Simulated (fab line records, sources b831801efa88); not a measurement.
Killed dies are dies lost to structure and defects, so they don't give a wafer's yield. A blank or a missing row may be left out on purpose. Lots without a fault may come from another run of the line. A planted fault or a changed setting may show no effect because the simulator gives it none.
Which tool did it? | flow sky130 | 15 lots, 45 wafers sampled, at 6 steps of a route of 708

WHAT THE GAUGES READ, wafer by wafer
SKY_NWELL_THK_MEAS_02. Usual: NWELL_OXIDATION_THK 10.00 nm, standard deviation 0.17.
lot  | measured    | on            | NWELL_OXIDATION_THK (nm) | flag
L865 | day 2 12:15 | film_metro-01 | 9.99 9.96 9.84           |
L866 | day 2 19:32 | film_metro-01 | 10.20 10.24 10.18        |
L867 | day 2 21:17 | film_metro-01 | 10.47 10.23 10.24        |
L869 | day 3 19:55 | film_metro-01 | 10.06 10.07 10.01        |
L872 | day 4 07:32 | film_metro-01 | 9.88 9.89 10.03          |
L874 | day 4 12:46 | film_metro-01 | 10.07 9.99 9.98          |
L875 | day 4 21:28 | film_metro-04 | 10.00 10.06 10.06        |
L876 | day 5 03:02 | film_metro-01 | 9.84 9.88 9.67           |
L877 | day 5 07:02 | film_metro-04 | 9.69 9.83 9.95           |
L881 | day 6 00:01 | film_metro-02 | 10.03 9.88 10.25         |
L882 | day 6 06:20 | film_metro-01 | 9.93 9.88 10.07          |
L883 | day 6 10:39 | film_metro-02 | 10.11 10.01 10.11        |
L884 | day 6 16:56 | film_metro-02 | 9.95 9.90 9.95           |
L885 | day 6 23:02 | film_metro-02 | 9.91 9.82 9.83           |
L888 | day 7 13:10 | film_metro-02 | 10.06 10.13 10.10        |

SKY_NWELL_RS_MEAS_29: measures by four-point-probe. Usual: NWELL_RS 625.4 ohm/sq, standard deviation 1.7.
lot  | measured     | on            | NWELL_RS (ohm/sq) | flag
L865 | day 5 08:03  | film_metro-01 | 623.0 624.2 625.8 |
L866 | day 5 15:28  | film_metro-02 | 627.3 626.4 627.6 |
L867 | day 5 17:13  | film_metro-04 | 625.2 625.5 625.2 |
L869 | day 6 21:44  | film_metro-01 | 628.4 626.9 628.5 |
L872 | day 7 11:09  | film_metro-02 | 624.9 624.0 623.2 |
L874 | day 7 19:25  | film_metro-04 | 626.5 625.4 624.9 |
L875 | day 8 03:23  | film_metro-04 | 623.3 623.6 622.9 |
L876 | day 8 10:39  | film_metro-02 | 626.5 626.1 626.6 |
L877 | day 8 16:34  | film_metro-02 | 624.4 625.7 627.3 |
L881 | day 9 11:08  | film_metro-02 | 627.0 624.5 624.3 |
L882 | day 9 17:34  | film_metro-02 | 624.7 625.2 625.6 |
L883 | day 9 23:29  | film_metro-02 | 626.2 628.7 628.2 |
L884 | day 10 04:25 | film_metro-04 | 625.1 623.5 626.4 |
L885 | day 10 14:39 | film_metro-01 | 624.2 623.1 622.6 |
L888 | day 11 04:52 | film_metro-04 | 627.4 626.5 629.8 |

SKY_VT_ADJUST_HVTP_TW_MEAS_11. Usual: VT_ADJUST_HVTP_TW 1353, standard deviation 13.
lot  | measured     | on            | VT_ADJUST_HVTP_TW | flag
L865 | day 6 03:07  | film_metro-03 | 1360 1366 1361    |
L866 | day 6 11:07  | film_metro-04 | 1361 1364 1362    |
L867 | day 6 12:50  | film_metro-03 | 1368 1363 1361    |
L869 | day 7 18:55  | film_metro-03 | 1368 1367 1368    |
L872 | day 8 07:58  | film_metro-04 | 1365 1360 1359    |
L874 | day 8 17:04  | film_metro-01 | 1346 1338 1343    |
L875 | day 9 01:49  | film_metro-01 | 1334 1329 1334    |
L876 | day 9 07:49  | film_metro-03 | 1356 1362 1360    |
L877 | day 9 14:44  | film_metro-04 | 1357 1363 1355    |
L881 | day 10 09:03 | film_metro-01 | 1342 1343 1342    |
L882 | day 10 15:13 | film_metro-04 | 1368 1368 1364    |
L883 | day 10 22:10 | film_metro-03 | 1359 1368 1357    |
L884 | day 11 03:25 | film_metro-04 | 1366 1367 1366    |
L885 | day 11 14:34 | film_metro-01 | 1335 1336 1340    |
L888 | day 12 05:04 | film_metro-03 | 1357 1350 1361    |

SKY_VT_ADJUST_LVTN_TW_MEAS_10. Usual: VT_ADJUST_LVTN_TW 241.2, standard deviation 2.4.
lot  | measured     | on            | VT_ADJUST_LVTN_TW | flag
L865 | day 6 22:28  | film_metro-03 | 244.7 242.2 244.4 |
L866 | day 7 06:32  | film_metro-03 | 242.5 242.5 243.8 |
L867 | day 7 09:08  | film_metro-02 | 241.8 242.5 241.2 |
L869 | day 8 15:58  | film_metro-02 | 241.0 241.7 242.0 |
L872 | day 9 05:53  | film_metro-02 | 243.5 243.4 242.5 |
L874 | day 9 14:58  | film_metro-03 | 30.2 30.1 30.3    | OFF
L875 | day 9 23:42  | film_metro-03 | 30.2 30.2 30.3    | OFF
L876 | day 10 05:26 | film_metro-02 | 30.1 30.2 30.3    | OFF
L877 | day 10 13:32 | film_metro-01 | 239.3 240.1 238.9 |
L881 | day 11 07:28 | film_metro-02 | 244.4 244.6 242.0 |
L882 | day 11 15:08 | film_metro-02 | 243.3 243.5 243.1 |
L883 | day 11 22:15 | film_metro-01 | 236.2 236.7 237.4 |
L884 | day 12 03:56 | film_metro-03 | 241.6 240.5 240.9 |
L885 | day 12 14:03 | film_metro-02 | 243.6 242.2 241.9 |
L888 | day 13 02:30 | film_metro-03 | 243.8 245.9 242.6 |

WHICH TOOL RAN EACH LOT (tool, then ch and the chambers of the sampled wafers, then the start)
lot  | SKY_VT_ADJUST_HVTP_STRIP_10          | SKY_VT_ADJUST_LVTN_STRIP_09
L865 | plasma_asher-02 ch 0,1, day 6 03:01  | plasma_asher-03 ch 0,1, day 6 22:22
L866 | plasma_asher-04 ch 1, day 6 11:01    | plasma_asher-03 ch 0,1, day 7 06:25
L867 | plasma_asher-04 ch 0,1, day 6 12:43  | plasma_asher-03 ch 0, day 7 09:01
L869 | plasma_asher-02 ch 0,1, day 7 18:49  | plasma_asher-01 ch 0,1, day 8 15:52
L872 | plasma_asher-02 ch 0,1, day 8 07:52  | plasma_asher-04 ch 0,1, day 9 05:46
L874 | plasma_asher-02 ch 0,1, day 8 16:58  | plasma_asher-01 ch 0,1, day 9 14:51
L875 | plasma_asher-02 ch 0,1, day 9 01:43  | plasma_asher-03 ch 0,1, day 9 23:36
L876 | plasma_asher-04 ch 0,1, day 9 07:43  | plasma_asher-04 ch 0,1, day 10 05:20
L877 | plasma_asher-04 ch 0,1, day 9 14:40  | plasma_asher-04 ch 0,1, day 10 13:27
L881 | plasma_asher-02 ch 0,1, day 10 08:57 | plasma_asher-04 ch 0,1, day 11 07:22
L882 | plasma_asher-02 ch 0,1, day 10 15:07 | plasma_asher-03 ch 1, day 11 15:01
L883 | plasma_asher-04 ch 0,1, day 10 22:04 | plasma_asher-04 ch 0,1, day 11 22:09
L884 | plasma_asher-04 ch 0,1, day 11 03:19 | plasma_asher-04 ch 0,1, day 12 03:49
L885 | plasma_asher-04 ch 0,1, day 11 14:28 | plasma_asher-03 ch 0,1, day 12 13:57
L888 | plasma_asher-04 ch 0,1, day 12 04:57 | plasma_asher-03 ch 0,1, day 13 02:23
- SKY_VT_ADJUST_HVTP_STRIP_10: strips in O2/N2.
- SKY_VT_ADJUST_LVTN_STRIP_09: strips in O2/N2.

WHAT THE TOOLS THEMSELVES READ (means of the sampled wafers that have a number; where no wafer has one, the mark that the record gives instead)
SKY_VT_ADJUST_HVTP_STRIP_10. Usual: chamber_pressure_mTorr 1500.0 mTorr, standard deviation 1.2; drypump_motor_current_A 5.8 A, standard deviation 0.42; oes_product_au 0.715 a.u., standard deviation 0.0043; strip_time_to_endpoint_s 14.19 s, standard deviation 0.039.
lot  | tool            | chamber_pressure_mTorr (mTorr) | drypump_motor_current_A (A) | oes_product_au (a.u.) | strip_time_to_endpoint_s (s) | flag
L865 | plasma_asher-02 | 1500.3                         | 5.3                         | 0.713                 | 14.18                        |
L866 | plasma_asher-04 | 1500.1                         | 6.3                         | 0.716                 | 14.18                        |
L867 | plasma_asher-04 | 1498.2                         | 6.2                         | 0.719                 | 14.19                        |
L869 | plasma_asher-02 | 1499.8                         | 5.3                         | 0.717                 | 14.19                        |
L872 | plasma_asher-02 | 1501.1                         | 5.3                         | 0.712                 | 14.21                        |
L874 | plasma_asher-02 | -                              | -                           | -                     | -                            | OFF
L875 | plasma_asher-02 | -                              | -                           | -                     | -                            | OFF
L876 | plasma_asher-04 | -                              | -                           | -                     | -                            | OFF
L877 | plasma_asher-04 | 1499.1                         | 6.2                         | 0.716                 | 14.17                        |
L881 | plasma_asher-02 | 1500.2                         | 5.5                         | 0.713                 | 14.24                        |
L882 | plasma_asher-02 | 1500.4                         | 5.5                         | 0.716                 | 14.16                        |
L883 | plasma_asher-04 | 1499.4                         | 6.2                         | 0.716                 | 14.18                        |
L884 | plasma_asher-04 | 1499.7                         | 6.2                         | 0.718                 | 14.15                        |
L885 | plasma_asher-04 | 1499.5                         | 6.1                         | 0.716                 | 14.15                        |
L888 | plasma_asher-04 | 1500.8                         | 6.0                         | 0.719                 | 14.23                        |

SKY_VT_ADJUST_LVTN_STRIP_09. Usual: chamber_pressure_mTorr 1500.0 mTorr, standard deviation 1.4; drypump_motor_current_A 5.8 A, standard deviation 0.33; oes_product_au 0.723 a.u., standard deviation 0.0039; strip_time_to_endpoint_s 36.97 s, standard deviation 0.098.
lot  | tool            | chamber_pressure_mTorr (mTorr) | drypump_motor_current_A (A) | oes_product_au (a.u.) | strip_time_to_endpoint_s (s) | flag
L865 | plasma_asher-03 | 1500.3                         | 5.6                         | 0.722                 | 36.97                        |
L866 | plasma_asher-03 | 1501.1                         | 5.6                         | 0.724                 | 37.03                        |
L867 | plasma_asher-03 | 1499.6                         | 5.6                         | 0.725                 | 36.84                        |
L869 | plasma_asher-01 | 1498.4                         | 5.4                         | 0.721                 | 36.95                        |
L872 | plasma_asher-04 | 1499.5                         | 6.2                         | 0.724                 | 37.05                        |
L874 | plasma_asher-01 | 1498.8                         | 5.4                         | 0.728                 | 53.87                        | OFF
L875 | plasma_asher-03 | 1500.1                         | 5.6                         | 0.730                 | 53.84                        | OFF
L876 | plasma_asher-04 | 1500.2                         | 6.3                         | 0.727                 | 53.68                        | OFF
L877 | plasma_asher-04 | 1499.3                         | 6.1                         | 0.724                 | 37.07                        |
L881 | plasma_asher-04 | 1500.1                         | 6.0                         | 0.725                 | 37.00                        |
L882 | plasma_asher-03 | 1499.8                         | 5.7                         | 0.725                 | 37.16                        |
L883 | plasma_asher-04 | 1499.7                         | 6.2                         | 0.719                 | 37.00                        |
L884 | plasma_asher-04 | 1500.3                         | 6.2                         | 0.725                 | 36.97                        |
L885 | plasma_asher-03 | 1498.9                         | 5.6                         | 0.723                 | 36.94                        |
L888 | plasma_asher-03 | 1499.9                         | 5.7                         | 0.726                 | 36.85                        |

THE ANSWER, worked out from the rows above alone
Rule: a lot is off if the mean of its wafers that have a number lies more than 3 standard deviations from the usual mean. A lot without any number at a reading at which 4 lots or more have one is off too. The other lots that the step has rows for count as sound. The gauges are gone through in route order, then the tools' own readings, and for those a lot's mean is taken as printed above. The first step at which some lot is off is used, and at that step the reading that is off furthest; a lot without a number counts as furthest.
Off: L874, L875, L876, at SKY_VT_ADJUST_LVTN_TW_MEAS_10 (VT_ADJUST_LVTN_TW).
A tool fits if, at a process step before that reading, it ran every lot that is off, and no sound lot after the first of them. The gauges at SKY_VT_ADJUST_LVTN_TW_MEAS_10 aren't tried: what is off there is off at SKY_VT_ADJUST_HVTP_STRIP_10 too, on other tools, and a gauge's error can't cause that. None of those tried fits.

WHAT THE SIMULATOR HAD PUT IN
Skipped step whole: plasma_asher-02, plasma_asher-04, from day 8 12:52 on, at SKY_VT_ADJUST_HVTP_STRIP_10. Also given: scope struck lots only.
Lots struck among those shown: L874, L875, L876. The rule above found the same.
